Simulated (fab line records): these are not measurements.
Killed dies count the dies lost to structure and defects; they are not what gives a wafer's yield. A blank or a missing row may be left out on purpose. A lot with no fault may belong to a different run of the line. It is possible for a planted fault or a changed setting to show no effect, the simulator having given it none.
Which of the tools did it? + flow sky130 + 11 lots with 33 wafers sampled at 6 steps, on a route of 708 steps

WHAT THE GAUGES READ, wafer by wafer
SKY_NWELL_OVL_MEAS_10. Usual: for NWELL_00_OVL the level is 0.0 nm and the standard deviation is 1.5.
| lot  | measured     | on         | NWELL_00_OVL (nm) | flag |
|------|--------------|------------|-------------------|------|
| L666 | day 5 17:25  | overlay-01 | -1.7 -0.7 -1.1    |      |
| L667 | day 6 04:50  | overlay-01 | -1.9 -1.6 -1.8    |      |
| L669 | day 6 13:29  | overlay-01 | -1.6 -0.4 -2.2    |      |
| L672 | day 6 22:35  | overlay-02 | -0.1 1.1 0.4      |      |
| L674 | day 7 03:57  | overlay-02 | 1.6 2.2 2.0       |      |
| L679 | day 8 12:49  | overlay-01 | 0.1 -1.6 0.4      |      |
| L681 | day 9 02:29  | overlay-02 | 0.9 -1.7 0.0      |      |
| L682 | day 9 05:07  | overlay-02 | -1.1 0.8 -0.3     |      |
| L683 | day 9 11:41  | overlay-02 | -1.7 -0.3 -1.3    |      |
| L684 | day 9 23:50  | overlay-01 | 0.2 -0.5 1.0      |      |
| L686 | day 10 05:21 | overlay-01 | 1.3 1.4 2.4       |      |

SKY_VT_ADJUST_LVTN_OVL_MEAS_07. Usual: for VT_ADJUST_LVTN_OVL the level is -1.5 nm and the standard deviation is 1.4.
| lot  | measured     | on         | VT_ADJUST_LVTN_OVL (nm) | flag |
|------|--------------|------------|-------------------------|------|
| L666 | day 8 05:47  | overlay-02 | -0.6 0.0 0.1            |      |
| L667 | day 8 17:29  | overlay-02 | -2.9 -2.9 -2.1          |      |
| L669 | day 9 04:35  | overlay-02 | -1.6 -1.5 -3.3          |      |
| L672 | day 9 15:14  | overlay-01 | -1.0 0.7 -0.6           |      |
| L674 | day 9 19:06  | overlay-02 | -4.9 -4.9 -3.2          |      |
| L679 | day 11 11:29 | overlay-02 | -2.1 -2.6 -2.4          |      |
| L681 | day 12 01:59 | overlay-01 | -2.0 -3.9 -3.1          |      |
| L682 | day 12 06:11 | overlay-01 | -3.0 -1.0 -2.0          |      |
| L683 | day 12 11:17 | overlay-01 | -0.3 -1.8 -2.9          |      |
| L684 | day 13 03:23 | overlay-02 | -1.0 -0.5 -1.9          |      |
| L686 | day 13 09:21 | overlay-01 | -0.1 1.4 -1.9           |      |

SKY_VT_ADJUST_LVTN_OVL_MEAS_18. Usual: for VT_ADJUST_LVTN_01_OVL the level is -0.4 nm and the standard deviation is 1.2.
| lot  | measured     | on         | VT_ADJUST_LVTN_01_OVL (nm) | flag |
|------|--------------|------------|----------------------------|------|
| L666 | day 9 03:32  | overlay-02 | -1.5 0.1 0.3               |      |
| L667 | day 9 16:50  | overlay-02 | -0.4 0.5 -0.1              |      |
| L669 | day 10 02:44 | overlay-02 | 0.1 -0.3 -1.7              |      |
| L672 | day 10 13:41 | overlay-01 | - - -                      | OFF  |
| L674 | day 10 18:24 | overlay-02 | 0.7 -0.6 -0.5              |      |
| L679 | day 12 12:29 | overlay-01 | -2.1 -0.5 -1.2             |      |
| L681 | day 13 04:23 | overlay-01 | -1.7 -1.1 -1.3             |      |
| L682 | day 13 08:59 | overlay-01 | 0.7 -0.7 0.5               |      |
| L683 | day 13 13:32 | overlay-02 | -0.9 0.4 -2.3              |      |
| L684 | day 14 05:36 | overlay-01 | -0.1 -0.4 2.5              |      |
| L686 | day 14 11:51 | overlay-01 | 0.1 0.7 1.6                |      |

SKY_VT_ADJUST_LVTN_TW_MEAS_21. Usual: for VT_ADJUST_LVTN_2_TW the level is 188.5 and the standard deviation is 1.4.
| lot  | measured     | on            | VT_ADJUST_LVTN_2_TW           | flag |
|------|--------------|---------------|-------------------------------|------|
| L666 | day 9 03:49  | film metro-04 | 190.3 190.1 190.9             |      |
| L667 | day 9 17:08  | film metro-01 | 189.4 188.3 188.1             |      |
| L669 | day 10 03:01 | film metro-04 | 189.8 189.0 190.3             |      |
| L672 | day 10 13:59 | film metro-01 | 29.9 30.1 30.2 30.0 30.2 30.0 | OFF  |
| L674 | day 10 18:41 | film metro-04 | 190.5 189.6 189.5             |      |
| L679 | day 12 12:46 | film metro-03 | 187.0 187.7 187.3             |      |
| L681 | day 13 04:41 | film metro-04 | 189.2 189.6 188.5             |      |
| L682 | day 13 09:16 | film metro-03 | 187.7 188.0 188.2             |      |
| L683 | day 13 13:49 | film metro-01 | 190.3 190.1 190.5             |      |
| L684 | day 14 05:54 | film metro-01 | 189.8 190.7 189.9             |      |
| L686 | day 14 12:09 | film metro-03 | 186.5 186.9 185.4             |      |

EACH LOT AND THE TOOL THAT RAN IT (in order: tool; ch and the chambers of the sampled wafers; start)
| lot  | SKY_FIELD_ISO_ETCH_14             | SKY_VT_ADJUST_LVTN_EXPOSE_15        |
|------|-----------------------------------|-------------------------------------|
| L666 | rie diel-01 ch 0,2, day 2 20:21   | iline stepper-01 ch 0, day 8 15:19  |
| L667 | rie diel-02 ch 0,1, day 3 01:31   | iline stepper-02 ch 0, day 9 06:04  |
| L669 | rie diel-02 ch 0,1,3, day 3 10:51 | iline stepper-01 ch 0, day 9 15:42  |
| L672 | rie diel-02 ch 0,3, day 4 02:50   | iline stepper-01 ch 0, day 10 02:34 |
| L674 | rie diel-04 ch 1,2, day 4 12:33   | iline stepper-01 ch 0, day 10 07:18 |
| L679 | rie diel-04 ch 0,1,2, day 5 17:09 | iline stepper-01 ch 0, day 12 00:24 |
| L681 | rie diel-04 ch 0,2, day 6 06:23   | iline stepper-02 ch 0, day 12 15:27 |
| L682 | rie diel-01 ch 1,3, day 6 08:21   | iline stepper-01 ch 0, day 12 19:10 |
| L683 | rie diel-04 ch 0,1, day 6 14:23   | iline stepper-02 ch 0, day 13 00:07 |
| L684 | rie diel-02 ch 0,2,3, day 6 20:06 | iline stepper-01 ch 0, day 13 16:44 |
| L686 | rie diel-04 ch 0,1, day 7 04:25   | iline stepper-01 ch 0, day 13 22:25 |
- SKY_FIELD_ISO_ETCH_14: etches BARC in N2/H2, stops on SiO2, time 45.9 s, target depth 60 nm.
- SKY_VT_ADJUST_LVTN_EXPOSE_15: exposes mask HVN STD DERIVED, target cd 600 nm.

WHAT THE TOOLS THEMSELVES READ (means of the sampled wafers that have a number; where no wafer has one, the mark that the record gives instead)
SKY_FIELD_ISO_ETCH_14. Usual: drypump motor current A 5.7 A, standard deviation 0.6; oes product au 0.854 a.u., standard deviation 0.0047; throttle valve pct 13.225 %, standard deviation 0.0091.
| lot  | tool        | drypump motor current A (A) | oes product au (a.u.) | throttle valve pct (%) | flag |
|------|-------------|-----------------------------|-----------------------|------------------------|------|
| L666 | rie diel-01 | 5.2                         | 0.854                 | 13.226                 |      |
| L667 | rie diel-02 | 6.1                         | 0.856                 | 13.229                 |      |
| L669 | rie diel-02 | 6.2                         | 0.854                 | 13.227                 |      |
| L672 | rie diel-02 | 6.6                         | 0.859                 | 13.218                 |      |
| L674 | rie diel-04 | 5.9                         | 0.855                 | 13.215                 |      |
| L679 | rie diel-04 | 5.4                         | 0.852                 | 13.230                 |      |
| L681 | rie diel-04 | 5.0                         | 0.852                 | 13.220                 |      |
| L682 | rie diel-01 | 5.8                         | 0.856                 | 13.224                 |      |
| L683 | rie diel-04 | 5.9                         | 0.856                 | 13.221                 |      |
| L684 | rie diel-02 | 6.2                         | 0.857                 | 13.228                 |      |
| L686 | rie diel-04 | 5.5                         | 0.851                 | 13.217                 |      |

THE ANSWER, worked out from the rows above alone
Rule: lot off if the mean of its wafers having a number is beyond 3 standard deviations from the usual mean. Also off: a lot with no number at a reading for which 4 or more lots have one. Any other lot the step has rows for is counted as sound. After the gauges, taken in route order, come the tools' own readings; for these a lot's mean is taken, as printed above. At the first step where some lot is off, the reading lying furthest off is the one used; lots without a number count as furthest.
Off: at SKY_VT_ADJUST_LVTN_OVL_MEAS_18 (VT_ADJUST_LVTN_01_OVL), L672. Without a number there: L672.
A tool fits if, at a process step before that reading, it ran every lot that is off, and no sound lot after the first of them. The gauges at SKY_VT_ADJUST_LVTN_OVL_MEAS_18 aren't tried: what is off there is off at SKY_VT_ADJUST_LVTN_TW_MEAS_21 too, on other tools, and a gauge's error can't cause that. Not one of the candidates tried fits.

WHAT THE SIMULATOR HAD PUT IN
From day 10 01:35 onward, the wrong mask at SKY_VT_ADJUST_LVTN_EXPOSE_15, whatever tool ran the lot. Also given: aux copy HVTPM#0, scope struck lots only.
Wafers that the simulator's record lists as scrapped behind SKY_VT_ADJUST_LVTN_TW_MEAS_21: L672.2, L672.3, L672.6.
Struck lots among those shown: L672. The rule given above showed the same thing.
